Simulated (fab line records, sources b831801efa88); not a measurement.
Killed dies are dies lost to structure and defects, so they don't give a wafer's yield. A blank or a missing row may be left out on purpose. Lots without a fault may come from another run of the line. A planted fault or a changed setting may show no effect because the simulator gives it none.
Split-lot experiment | flow sky130 | 5 lots, 23 wafers read, on a route of 708 steps

THE SPLIT
At SKY_RES_PROTECT_SOFTBAKE_03 (time 60 s), the setting temp_c was moved away from the recipe's 90 C on 11 of the 23 wafers read, by -3.7% to +4.1%. The other wafers ran this setting at the recipe's value.

The file shows no step between the split and the reading.

THE READING
NOVOLAK_of_RES_PROTECT_COAT_02.thk_nm (the simulator's own value, which no gauge read), in nm, at SKY_RES_PROTECT_DEVELOP_06 (develop time 60 s). The file gives no usual value for it. The 12 wafers here that ran the recipe average 1140 nm, standard deviation 3.9 nm.

wafer  | tool, chamber at the split | temp_c as run, C | against the recipe | NOVOLAK_of_RES_PROTECT_COAT_02.thk_nm, nm | against lot-mates on the recipe
L074.1 | litho_track-01, 0          | 92.88            | +3.2%              | 1131                                      | -15
L074.2 | litho_track-01, 0          | 92.88            | +3.2%              | 1133                                      | -13
L074.3 | litho_track-01, 0          | 92.88            | +3.2%              | 1131                                      | -15
L074.4 | litho_track-01, 0          | 90               | recipe             | 1146                                      | -
L074.6 | litho_track-01, 0          | 90               | recipe             | 1146                                      | -
L076.2 | litho_track-04, 0          | 90               | recipe             | 1145                                      | -
L076.3 | litho_track-04, 0          | 90               | recipe             | 1145                                      | -
L076.4 | litho_track-04, 0          | 86.91            | -3.4%              | 1154                                      | +9
L076.5 | litho_track-04, 0          | 86.91            | -3.4%              | 1153                                      | +8
L076.6 | litho_track-04, 0          | 86.91            | -3.4%              | 1155                                      | +10
L078.1 | litho_track-01, 0          | 90               | recipe             | 1140                                      | -
L078.2 | litho_track-01, 0          | 93.7             | +4.1%              | 1130                                      | -10
L078.3 | litho_track-01, 0          | 90               | recipe             | 1141                                      | -
L078.4 | litho_track-01, 0          | 93.7             | +4.1%              | 1132                                      | -8
L078.6 | litho_track-01, 0          | 90               | recipe             | 1139                                      | -
L080.2 | litho_track-01, 0          | 90               | recipe             | 1138                                      | -
L080.4 | litho_track-01, 0          | 90               | recipe             | 1136                                      | -
L080.6 | litho_track-01, 0          | 90               | recipe             | 1137                                      | -
L084.1 | litho_track-01, 0          | 86.68            | -3.7%              | 1144                                      | +8
L084.2 | litho_track-01, 0          | 86.68            | -3.7%              | 1145                                      | +9
L084.3 | litho_track-01, 0          | 90               | recipe             | 1135                                      | -
L084.4 | litho_track-01, 0          | 90               | recipe             | 1137                                      | -
L084.6 | litho_track-01, 0          | 86.68            | -3.7%              | 1149                                      | +13

THE FIT
A straight line over all 23 wafers: NOVOLAK_of_RES_PROTECT_COAT_02.thk_nm changes by -2.58 nm for each +1% of temp_c; r = -0.86; the points scatter about the line by 3.9 nm.
The same after taking each lot's own level away (the mean of its wafers on the recipe; 23 wafers): -2.96 nm for each +1%; r = -0.96; scatter 2.3 nm.
On that fit, the largest move of temp_c shifts the reading by 12 nm.
The lots' own levels span 1136.0 to 1146.0 nm, that is 2.5 times the standard deviation above.
So the lot-to-lot level changes the slope: the two fits differ.
Check: with one of the wafers moved furthest among these (+4.1%) left out of the fit, the line predicts -13.4 nm for it against its lot-mates. It came out at -10 nm against them.

OTHER SPLITS ON THESE WAFERS
These wafers also went through other splits before the reading. Each is held against what the fit with the lots' levels taken away leaves over:
other split on the same wafers           | wafers away from the commonest value | r with NOVOLAK_of_RES_PROTECT_COAT_02.thk_nm (lot level and that fit taken away)
SKY_GATE_OXIDE_DEVELOP_09 develop_time_s | 3                                    | +0.03

THE WHOLE CHAIN: every reading that the file lists as answering this split, in the file's order
step                       | what it does      | reading                                                                                | change (the file's fit)              | r (the file's)
SKY_RES_PROTECT_DEVELOP_06 | develop time 60 s | NOVOLAK_of_RES_PROTECT_COAT_02.thk_nm (the simulator's own value, which no gauge read) | -2.87 nm for each +1% of the setting | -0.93
SKY_RES_PROTECT_STRIP_07   | strips in O2/N2   | strip_time_to_endpoint_s                                                               | withheld for each +1% of the setting | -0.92

THE FILE'S OWN FIT
NOVOLAK_of_RES_PROTECT_COAT_02.thk_nm changes by -2.87 nm for each +1% of temp_c, r = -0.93.
